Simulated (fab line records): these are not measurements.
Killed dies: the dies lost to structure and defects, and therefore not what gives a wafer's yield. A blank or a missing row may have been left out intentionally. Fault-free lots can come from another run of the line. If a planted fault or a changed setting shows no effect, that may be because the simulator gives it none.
A struck lot beside a sound one    flow sky130    24 steps out of a route of 708
Sound: these wafers, L125.1, L125.4, L125.6. Wafers L133.1, L133.2, L133.5 were the ones struck. Last of all comes the cause.
Per side, at each step with rows, come the tool, then ch with its chambers, and then its first start. Under that, the readings that differ: sound wafers    struck wafers    difference of the means    sigmas: that difference in standard deviations of wafers without a fault.
alike: readings with means less than 2 such deviations apart, plus words and numbers identical on both sides. not compared: withheld readings, readings lacking a value on some wafer, bounds such as >300 that could conceal the same value, and numbers that have no deviation in the record and whose values overlap.
The two part at a step that has a row with sigmas, a row that says differs or no value, or rows on one side only. When numbers do not overlap yet have no deviation, they are printed without sigmas and do not part them. Lack of a reading on every wafer of one side parts them only where that side has two or more wafers.

first, 2 steps without rows for these wafers: SKY_POLY_GATE_CLEAN_19 (cleans in SC1/SC2, time 150 s); SKY_POLY_GATE_OXIDATION_20 (stabilise 600 s, purge 300 s, target thk 4 nm).
SKY_POLY_GATE_THK_MEAS_21:
  sound on film-metro-02 at day 20 11:08; struck on film-metro-03 at day 23 04:27
  alike: POLY_GATE_OXIDATION_THK
SKY_POLY_GATE_CD_MEAS_22:
  sound on cd-sem-01 at day 20 11:12; struck on cd-sem-01 at day 23 04:31
  alike: cd-nm
then, 7 steps without rows for these wafers: SKY_LDD_N_DEHYDRATE_00 (time 60 s); SKY_LDD_N_HMDS_01 (prime time 60 s); SKY_LDD_N_COAT_02 (resist thk 300 nm); SKY_LDD_N_SOFTBAKE_03 (time 60 s); SKY_LDD_N_EXPOSE_04 (exposes mask NTM, target cd 840 nm); SKY_LDD_N_PEB_05; SKY_LDD_N_DEVELOP_06 (develop time 60 s).
SKY_LDD_N_OVL_MEAS_07:
  sound on overlay-02 at day 21 17:43; struck on overlay-01 at day 24 09:28
  alike: LDD_N_OVL
SKY_LDD_N_IMPLANT_08:
  sound on implanter-04 ch 0, day 21 17:44; struck on implanter-04 ch 0, day 24 09:29
reading             sound                          struck                            difference   sigmas
beam-on-s (s)       10.33 9.82 10.12               55.66 56.88 54.32                 +45.53       +99 or more
dose-ions-cm2       7.503e+13 7.508e+13 7.499e+13  5.1554e+14 5.1555e+14 5.1557e+14  +4.4052e+14  +99 or more
faraday-current-uA  408 432 420                    521 512 531                       +101         +11
  alike: beam-energy-keV, rotation-deg
then, 7 steps without rows for these wafers: SKY_LDD_N_IMPLANT_09; SKY_LDD_N_IMPLANT_10; SKY_LDD_N_IMPLANT_11; SKY_LDD_N_IMPLANT_12; SKY_LDD_N_IMPLANT_13; SKY_LDD_N_IMPLANT_14; SKY_LDD_N_IMPLANT_15.
SKY_LDD_N_STRIP_16: strips in O2/N2.
  sound on plasma-asher-01 ch 0,1, day 21 18:56; struck on plasma-asher-01 ch 0,1, day 24 10:41
reading                       sound              struck             difference  sigmas
strip-time-to-endpoint-s (s)  4.284 4.302 4.299  5.349 5.338 5.355  +1.052      +81
  alike: drypump-motor-current-A, o2-flow-sccm, oes-product-au
  not compared: rf-hours-counter-h
SKY_LDD_N_TW_MEAS_17:
  sound on film-metro-03 at day 21 19:02; struck on film-metro-04 at day 24 10:47
reading   sound           struck          difference  sigmas
LDD_N_TW  2613 2614 2609  2961 2960 2977  +354        +25
then, 1 step without rows for these wafers: SKY_LDD_P_DEHYDRATE_00 (time 60 s).
-- the record jumps here: 25 days lie between the struck wafers' starts before and after (it left off in module LDD_P and takes up again in module PAD_OPEN, whose first step shown is number 708 of the route) --
SKY_PAD_OPEN_PROBE_99:
  sound on prober-02 at day 48 09:43; struck on prober-02 at day 49 22:19
reading                                    sound              struck             difference  sigmas
model.etest.tip-n.rs-ohm-sq                442.2 439.7 441.8  276.4 278.1 278.1  -163.7      
model.etest.nfet_01v8.r-on-ohm-um          847.2 833.1 835.9  745.4 742.7 743.4  -94.9       
model.etest.nfet_01v8_lvt.drive-ua-um      561.5 568.4 570.4  657.4 651.5 649.8  +86.1       
model.etest.nfet_01v8.drive-ua-um          489.6 490.8 497.6  588.8 570.6 575.8  +85.7       
model.etest.sram-nfet-pass.drive-ua-um     467.4 475 474.8    581.1 561.3 573.5  +99.6       
model.etest.nfet_01v8_turned.drive-ua-um   491.8 498.1 499    578.2 567 570.3    +75.5       
model.etest.nfet_01v8_swapped.drive-ua-um  489 493.7 498.9    570.2 562.6 561.3  +70.8       
model.etest.tip-n.rs-ohm-sq-range          14.16 16.25 13.84  7.1 7.055 8.014    -7.4        
  alike: killed_at_M0_to_M3, killed_at_M4_up, killed-at-contacts, killed-at-front-end, killed-at-other, killed-dies, killed-open, killed-short

## WHERE THEY PART
At SKY_LDD_N_IMPLANT_08 first; at SKY_LDD_N_TW_MEAS_17 last (within this record only). Later steps at which nothing parts them and some readings are alike: SKY_PAD_OPEN_PROBE_99.

WHY: the cause the simulator had injected
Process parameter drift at SKY_LDD_N_IMPLANT_08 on implanter-04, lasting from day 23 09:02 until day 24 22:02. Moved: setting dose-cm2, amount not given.
